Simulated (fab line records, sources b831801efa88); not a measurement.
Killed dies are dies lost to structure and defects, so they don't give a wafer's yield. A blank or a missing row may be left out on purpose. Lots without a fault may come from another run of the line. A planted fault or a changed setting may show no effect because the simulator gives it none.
Which tool did it? | flow sky130 | 9 lots, 27 wafers sampled, at 3 steps of a route of 708

WHAT THE GAUGES READ, wafer by wafer
SKY_VIA2_BOW_MEAS_03.
lot  | measured     | on            | VIA2_BOW (um)
L761 | day 35 12:17 | film_metro-04 | 78 88 92
L762 | day 35 15:57 | film_metro-04 | 81 83 83
L766 | day 36 18:06 | film_metro-03 | 76 90 77
L767 | day 37 13:11 | film_metro-04 | 81 99 72
L775 | day 39 15:14 | film_metro-01 | 88 87 93
L777 | day 40 11:25 | film_metro-03 | 81 82 74
L779 | day 40 19:44 | film_metro-04 | 73 93 86
L780 | day 40 22:19 | film_metro-04 | 86 71 90
L782 | day 41 14:57 | film_metro-01 | 86 96 84

WHICH TOOL RAN EACH LOT (tool, then ch and the chambers of the sampled wafers, then the start)
lot  | SKY_VIA1_ETCH_14                   | SKY_METAL2_METAL_ETCH_19
L761 | rie_diel-04 ch 1,2,3, day 34 07:40 | rie_metal-04 ch 0,1, day 35 10:58
L762 | rie_diel-04 ch 2,3, day 34 10:58   | rie_metal-04 ch 0,1, day 35 14:43
L766 | rie_diel-02 ch 0,2, day 35 13:34   | rie_metal-03 ch 0,1, day 36 16:55
L767 | rie_diel-04 ch 1,2,3, day 36 09:19 | rie_metal-03 ch 0,1, day 37 11:58
L775 | rie_diel-04 ch 0,1, day 38 11:47   | rie_metal-04 ch 0, day 39 14:00
L777 | rie_diel-03 ch 0,2,3, day 39 08:25 | rie_metal-04 ch 0,1, day 40 10:11
L779 | rie_diel-04 ch 2,3, day 39 16:34   | rie_metal-04 ch 0,1, day 40 18:29
L780 | rie_diel-03 ch 0,1,2, day 39 19:31 | rie_metal-02 ch 0,1, day 40 21:05
L782 | rie_diel-04 ch 0,2, day 40 12:08   | rie_metal-04 ch 0,1, day 41 13:46
- SKY_VIA1_ETCH_14: etches BARC in N2/H2, stops on SiO2, time 45.9 s, target depth 60 nm.
- SKY_METAL2_METAL_ETCH_19: etches the open film in Cl2/BCl3, stops on SiO2, target depth 360 nm, time 78 s.

THE ANSWER, worked out from the rows above alone
Rule: what is usual is taken from the lots themselves. Put in order of their means at a reading, lots are off if they are a third of the lots or fewer, leave a main group of 4 or more, and stand apart from it by a gap of 3 or more times the standard deviation of the main group's means; of several such gaps the widest counts. A main group whose means are all the same, to the digits that the tables above print for the reading, isn't used. A lot without any number at a reading at which 4 lots or more have one is off too. The other lots that the step has rows for count as sound.
No lot is off at any reading shown: from this, nothing can be told.

WHAT THE SIMULATOR HAD PUT IN
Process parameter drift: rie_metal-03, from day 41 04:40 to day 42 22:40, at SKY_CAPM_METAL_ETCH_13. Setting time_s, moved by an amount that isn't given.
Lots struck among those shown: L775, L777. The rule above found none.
